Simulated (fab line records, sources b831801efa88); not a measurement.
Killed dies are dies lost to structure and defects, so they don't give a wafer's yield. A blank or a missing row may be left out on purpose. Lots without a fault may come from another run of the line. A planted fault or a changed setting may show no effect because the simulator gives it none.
A struck lot beside a sound one | flow sky130 | 15 steps out of a route of 708
Sound: wafers L268.2, L268.4, L268.6. Struck: wafer L264.2. (L264.4, L264.6 of the same lot were not struck and are left out.) The cause comes at the end.
At each step with rows: each side's tool, then ch and its chambers, then its first start. Under that, the readings that differ: sound wafers | struck wafers | difference of the means | sigmas: that difference in standard deviations of wafers without a fault.
alike: readings whose means differ by less than 2 such deviations, and words and numbers that are the same on both sides. not compared: withheld readings, readings that some wafer has no value for, bounds like >300 that may hide the same value, and numbers for which the record gives no deviation and whose values overlap.
The two part at a step that has a row with sigmas, a row that says differs or no value, or rows on one side only. Numbers that don't overlap but have no deviation are shown without sigmas and don't part them. A reading that every wafer of one side lacks parts them only if that side has two wafers or more.

SKY_VIA2_BOW_MEAS_03:
  sound on film_metro-04, day 40 14:17; struck on film_metro-04, day 39 21:04
  alike: VIA2_BOW
then, 8 steps without rows for these wafers: SKY_VIA2_DEHYDRATE_04 (time 60 s); SKY_VIA2_HMDS_05 (prime time 60 s); SKY_VIA2_COAT_06 (resist thk 60 nm); SKY_VIA2_COAT_07 (resist thk 450 nm); SKY_VIA2_SOFTBAKE_08 (time 90 s); SKY_VIA2_EXPOSE_09 (exposes mask VIM2, target cd 200 nm); SKY_VIA2_PEB_10; SKY_VIA2_DEVELOP_11 (develop time 60 s).
SKY_VIA2_CD_MEAS_12: target cd 200 nm.
  sound on cd_sem-01, day 41 13:23; struck on cd_sem-02, day 40 21:41
  reading    | sound             | struck | difference | sigmas
  cd_nm (nm) | 199.4 198.1 198.7 | 201.9  | +3.2       | +2
SKY_VIA2_OVL_MEAS_13:
  sound on overlay-01, day 41 13:30; struck on overlay-01, day 40 21:47
  alike: VIA2_OVL
SKY_VIA2_ETCH_14: etches BARC in N2/H2, stops on SiO2, time 45.9 s, target depth 60 nm.
  sound on rie_diel-03 ch 0,1,2, day 41 13:32; struck on rie_diel-04 ch 1, day 40 21:49
  alike: drypump_motor_current_A, oes_product_au, throttle_valve_pct
  not compared: rf_hours_counter_h
SKY_VIA2_ETCH_15: etches SiO2 in C4F8/O2/Ar, stops on TiN, target depth 546 nm, time 84 s.
  sound on rie_diel-03 ch 0,1,2, day 41 13:34; struck on rie_diel-04 ch 1, day 40 21:51
  reading                                     | sound             | struck | difference | sigmas
  oes_product_au (a.u.)                       | 0.938 0.943 0.947 | 0.932  | -0.011     | -2
  model.KrF-thick_of_VIA2_COAT_07.thk_nm (nm) | 281.7 283.4 282.4 | 241.8  | -40.7      |
  model.TiN_of_METAL2_SPUTTER_04.thk_nm (nm)  | 69.4 68.44 68.8   | 61.61  | -7.27      |
  model.VIA2.feature_depth_nm (nm)            | 494.5 495.9 496.4 | 501    | +5         |
  not compared: rf_hours_counter_h
SKY_VIA2_STRIP_16: strips in O2/N2.
  sound on plasma_asher-01 ch 0,1, day 41 13:38; struck on plasma_asher-04 ch 1, day 40 21:55
  reading                      | sound             | struck | difference | sigmas
  oes_product_au (a.u.)        | 0.402 0.406 0.398 | 0.375  | -0.027     | -5
  strip_time_to_endpoint_s (s) | 4.027 4.044 4.054 | 3.604  | -0.438     | -21
  alike: drypump_motor_current_A, o2_flow_sccm
  not compared: rf_hours_counter_h
then, 1 step without rows for these wafers: SKY_VIA2_STRIP_17 (strips in post etch residue remover, time 1200 s).

WHERE THEY PART
First at SKY_VIA2_CD_MEAS_12; last, within this record, at SKY_VIA2_STRIP_16.

WHY: what the simulator had put in
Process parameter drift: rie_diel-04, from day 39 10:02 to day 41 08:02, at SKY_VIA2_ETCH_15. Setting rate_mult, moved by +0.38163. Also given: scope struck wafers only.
